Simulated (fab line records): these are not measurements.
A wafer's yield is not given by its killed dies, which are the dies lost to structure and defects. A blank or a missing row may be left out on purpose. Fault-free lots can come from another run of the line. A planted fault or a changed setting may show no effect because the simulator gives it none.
What tool caused it?    flow sky130    18 wafers from 6 lots sampled at 3 of the route's 708 steps

## WHAT THE GAUGES READ, wafer by wafer
SKY_VIA4_RS_MEAS_19: measures by four-point-probe.
lot   measured      on             VIA4_W_RS (ohm/sq)
L894  day 43 04:37  film-metro-02  0.230 0.229 0.219
L896  day 43 19:38  film-metro-04  0.113 0.113 0.109 0.113 0.113 0.109
L900  day 45 08:21  film-metro-02  0.110 0.114 0.110 0.110 0.114 0.110
L908  day 47 07:33  film-metro-04  0.232 0.227 0.229
L911  day 47 23:52  film-metro-03  0.230 0.226 0.220
L915  day 48 13:13  film-metro-03  0.226 0.225 0.229

## WHAT TOOL EACH LOT RAN ON (gives the tool, then ch and the chambers of the sampled wafers, and finally the start)
lot   SKY_VIA4_STRIP_13                     SKY_VIA4_CVD_18
L894  plasma-asher-03 ch 0,1, day 43 03:48  cvd-w-02 ch 0,1, day 43 04:28
L896  plasma-asher-03 ch 0,1, day 43 18:30  cvd-w-02 ch 0,1, day 43 19:09
L900  plasma-asher-04 ch 0,1, day 45 07:11  cvd-w-02 ch 0,1, day 45 07:53
L908  plasma-asher-02 ch 0,1, day 47 06:42  cvd-w-01 ch 0,1, day 47 07:23
L911  plasma-asher-02 ch 0,1, day 47 23:02  cvd-w-02 ch 0,1, day 47 23:43
L915  plasma-asher-02 ch 0,1, day 48 12:16  cvd-w-01 ch 0, day 48 12:55
- SKY_VIA4_STRIP_13: strips in O2/N2.
- SKY_VIA4_CVD_18: deposits W, target thk 505 nm, time 152.14 s.

## THE ANSWER, worked out from the rows above alone
Rule: what is usual is taken from the lots themselves. The widest of any qualifying gaps counts: lots, ordered by their means at a reading, are off when they make up no more than a third of the lots, leave a main group of 4 or more, and stand apart from it by 3 or more times the standard deviation of that group's means. A main group is skipped when, at the precision printed for the reading in the tables above, its means are all equal. Also off: a lot with no number at a reading for which 4 or more lots have one. The other lots that the step has rows for count as sound.
Off: at SKY_VIA4_RS_MEAS_19 (VIA4_W_RS), L896, L900. For the main group the mean is 0.227 ohm/sq and the standard deviation 0.0015.
A tool fits if, at a process step before that reading, it ran every lot that is off, and no sound lot after the first of them. Those tools and the gauges at SKY_VIA4_RS_MEAS_19 are tried in the same way. Of those tried, none fits.

## WHAT THE SIMULATOR PUT IN
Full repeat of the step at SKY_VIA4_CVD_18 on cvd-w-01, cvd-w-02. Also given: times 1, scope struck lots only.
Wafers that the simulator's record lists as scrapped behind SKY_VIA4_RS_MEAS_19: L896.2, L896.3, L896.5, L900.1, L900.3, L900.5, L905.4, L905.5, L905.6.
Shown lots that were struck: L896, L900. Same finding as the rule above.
